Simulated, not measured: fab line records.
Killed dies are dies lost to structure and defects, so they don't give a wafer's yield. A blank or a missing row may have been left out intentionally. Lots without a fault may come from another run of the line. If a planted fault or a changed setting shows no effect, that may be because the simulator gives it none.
Which tool is to blame?    flow gf180mcu    33 wafers from 11 lots sampled at 4 of the route's 602 steps

== WHAT THE GAUGES READ, wafer by wafer ==
GF_V3_RS_MEAS_24: measurement is done with a four-point probe.
lot   measured      on            V3_W_RS (ohm/sq)
L127  day 22 11:46  filmMetro-02  0.328 0.325 0.327
L128  day 22 21:14  filmMetro-02  0.325 0.326 0.320
L131  day 24 00:12  filmMetro-02  0.329 0.328 0.327
L132  day 24 08:16  filmMetro-02  0.329 0.330 0.330
L135  day 25 13:11  filmMetro-01  0.324 0.321 0.326
L136  day 25 16:22  filmMetro-02  0.323 0.798 0.327
L146  day 28 14:10  filmMetro-01  0.324 0.323 0.327
L147  day 28 21:49  filmMetro-02  0.331 0.332 0.328
L148  day 29 04:59  filmMetro-01  0.323 0.326 0.322
L149  day 29 13:25  filmMetro-02  0.328 0.328 0.333
L150  day 29 17:29  filmMetro-04  0.329 0.327 0.326

== EACH LOT AND THE TOOL THAT RAN IT (in order: tool; ch and the chambers of the sampled wafers; start) ==
lot   GF_V3_CVD_02                     GF_V3_SPUTTER_22             GF_V3_CVD_23
L127  pecvd-01 ch 0,1,2, day 21 10:07  pvdSputter-04, day 22 11:35  cvdW-01 ch 0,1, day 22 11:40
L128  pecvd-04 ch 1,2, day 21 19:56    pvdSputter-01, day 22 21:05  cvdW-01 ch 0,1, day 22 21:07
L131  pecvd-01 ch 0,1,2, day 23 00:36  pvdSputter-04, day 24 00:02  cvdW-02 ch 0,1, day 24 00:04
L132  pecvd-01 ch 1,2, day 23 08:24    pvdSputter-03, day 24 08:07  cvdW-01 ch 0,1, day 24 08:10
L135  pecvd-03 ch 1,2, day 24 14:12    pvdSputter-01, day 25 13:02  cvdW-02 ch 0,1, day 25 13:04
L136  pecvd-01 ch 1,2, day 24 17:05    pvdSputter-01, day 25 16:11  cvdW-01 ch 0,1, day 25 16:16
L146  pecvd-01 ch 1,2, day 27 17:39    pvdSputter-04, day 28 14:01  cvdW-02 ch 0,1, day 28 14:04
L147  pecvd-04 ch 0,1,2, day 28 00:31  pvdSputter-01, day 28 21:38  cvdW-01 ch 0, day 28 21:41
L148  pecvd-03 ch 0,1, day 28 07:43    pvdSputter-03, day 29 04:50  cvdW-02 ch 0,1, day 29 04:52
L149  pecvd-04 ch 0,1,2, day 28 17:03  pvdSputter-03, day 29 13:12  cvdW-01 ch 0,1, day 29 13:16
L150  pecvd-04 ch 0,2, day 28 20:57    pvdSputter-01, day 29 17:19  cvdW-01 ch 0,1, day 29 17:22
- GF_V3_CVD_02: deposits SiO2 from TEOS, target thk 850 nm, time 94.851 s.
- GF_V3_SPUTTER_22: material TiN, target thk 10 nm, time 40 s.
- GF_V3_CVD_23: deposits W, target thk 350 nm, time 104.9 s.

== THE ANSWER, worked out from the rows above alone ==
Rule: usual is defined by the lots themselves. The widest of any qualifying gaps counts: lots, ordered by their means at a reading, are off when they make up no more than a third of the lots, leave a main group of 4 or more, and stand apart from it by 3 or more times the standard deviation of that group's means. A main group whose means are all the same, to the digits that the tables above print for the reading, isn't used. Also off: a lot with no number at a reading for which 4 or more lots have one. All remaining lots with rows at the step are treated as sound.
Off: at GF_V3_RS_MEAS_24 (V3_W_RS), L136. For the main group the mean is 0.327 ohm/sq and the standard deviation 0.0025.
If a tool, at a process step before that reading, ran all the lots that are off and no sound lot after the first of them, it fits. Those tools and the gauges at GF_V3_RS_MEAS_24 are tried in the same way. No candidate that was tried fits.

== WHAT THE SIMULATOR PUT IN ==
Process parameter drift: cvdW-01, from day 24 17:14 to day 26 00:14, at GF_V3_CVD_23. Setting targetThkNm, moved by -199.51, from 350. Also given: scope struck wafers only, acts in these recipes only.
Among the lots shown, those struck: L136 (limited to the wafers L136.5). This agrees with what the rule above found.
